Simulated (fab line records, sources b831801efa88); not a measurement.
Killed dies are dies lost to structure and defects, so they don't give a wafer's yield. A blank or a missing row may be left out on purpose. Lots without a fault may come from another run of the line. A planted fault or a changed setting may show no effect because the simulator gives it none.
A struck lot beside a sound one | flow gf180mcu | 15 steps out of a route of 602
Sound: wafers L430.2, L430.3, L430.5. Struck: wafers L442.1, L442.5, L442.6. The cause comes at the end.
At each step with rows: each side's tool, then ch and its chambers, then its first start. Under that, the readings that differ: sound wafers | struck wafers | difference of the means | sigmas: that difference in standard deviations of wafers without a fault.
alike: readings whose means differ by less than 2 such deviations, and words and numbers that are the same on both sides. not compared: withheld readings, readings that some wafer has no value for, bounds like >300 that may hide the same value, and numbers for which the record gives no deviation and whose values overlap.
The two part at a step that has a row with sigmas, a row that says differs or no value, or rows on one side only. Numbers that don't overlap but have no deviation are shown without sigmas and don't part them. A reading that every wafer of one side lacks parts them only if that side has two wafers or more.

GF_CONTACT_OVL_MEAS_15:
  sound on overlay-01, day 16 19:03; struck on overlay-02, day 21 08:49
  reading          | sound     | struck | difference | sigmas
  CONTACT_OVL (nm) | -4 -9 -10 | 9 6 19 | +19        | +3
GF_CONTACT_ETCH_16: etches BARC in N2/H2.
  sound on rie_diel-03 ch 0,1,3, day 16 19:05; struck on rie_diel-01 ch 1,2,3, day 21 08:51
  alike: drypump_motor_current_A, oes_product_au, rf_fwd_power_W, throttle_valve_pct
GF_CONTACT_ETCH_17: etches SiO2 in C4F8/O2/Ar, stops on CoSi2, target depth 860 nm.
  sound on rie_diel-03 ch 0,1,3; struck on rie_diel-01 ch 1,2,3
  alike: oes_product_au, rf_fwd_power_W
then, 4 steps without rows for these wafers: GF_CONTACT_STRIP_18 (strips in O2/N2); GF_CONTACT_CLEAN_19 (cleans in SPM); GF_CONTACT_CLEAN_20 (cleans in DIW); GF_CONTACT_CLEAN_21 (cleans in dHF, time 20 s).
GF_CONTACT_SPUTTER_22: material Ti, target thk 15 nm, time 80.02 s.
  sound on pvd_sputter-02, day 16 19:32; struck on pvd_sputter-04, day 21 09:24
  alike: throttle_valve_pct
GF_CONTACT_SPUTTER_23: material TiN, target thk 10 nm, time 40 s.
  sound on pvd_sputter-02, day 16 19:36; struck on pvd_sputter-04, day 21 09:28
  alike: throttle_valve_pct
GF_CONTACT_CVD_24: deposits W, target thk 300 nm, time 90.339 s.
  sound on cvd_w-01 ch 0,1, day 16 19:38; struck on cvd_w-01 ch 0,1, day 21 09:30
  alike: heater_power_w
GF_CONTACT_RS_MEAS_25: measures by four-point-probe.
  sound on film_metro-01, day 16 19:46; struck on film_metro-03, day 21 09:36
  alike: CONTACT_W_RS
GF_CONTACT_THK_MEAS_26: measures by xrf.
  sound on film_metro-01, day 16 19:52; struck on film_metro-03, day 21 09:43
  alike: CONTACT_W_THK
GF_CONTACT_CMP_27: polishes, stops on SiO2, t overpolish 15 s, target thk 0 nm.
  sound on cmp-02 ch 0,1,3, day 16 20:36; struck on cmp-02 ch 0,1,2, day 21 09:56
  reading                | sound                | struck               | difference | sigmas
  overpolish_run_s (s)   | 15.007 15.003 15.015 | 14.984 14.994 14.990 | -0.019     | -2
  time_to_endpoint_s (s) | 77 80 75             | 45 39 46             | -34        | -11
  alike: motor_current_A
then, 1 step without rows for these wafers: GF_M1_SPUTTER_00 (material Ti, target thk 37.5 nm, time 150 s).
GF_PASSIVATION_PROBE_99:
  the record has rows for the sound wafers here (prober-01, day 29 14:26) and none for the struck ones

WHERE THEY PART
First at GF_CONTACT_OVL_MEAS_15; last, within this record, at GF_PASSIVATION_PROBE_99.

WHY: what the simulator had put in
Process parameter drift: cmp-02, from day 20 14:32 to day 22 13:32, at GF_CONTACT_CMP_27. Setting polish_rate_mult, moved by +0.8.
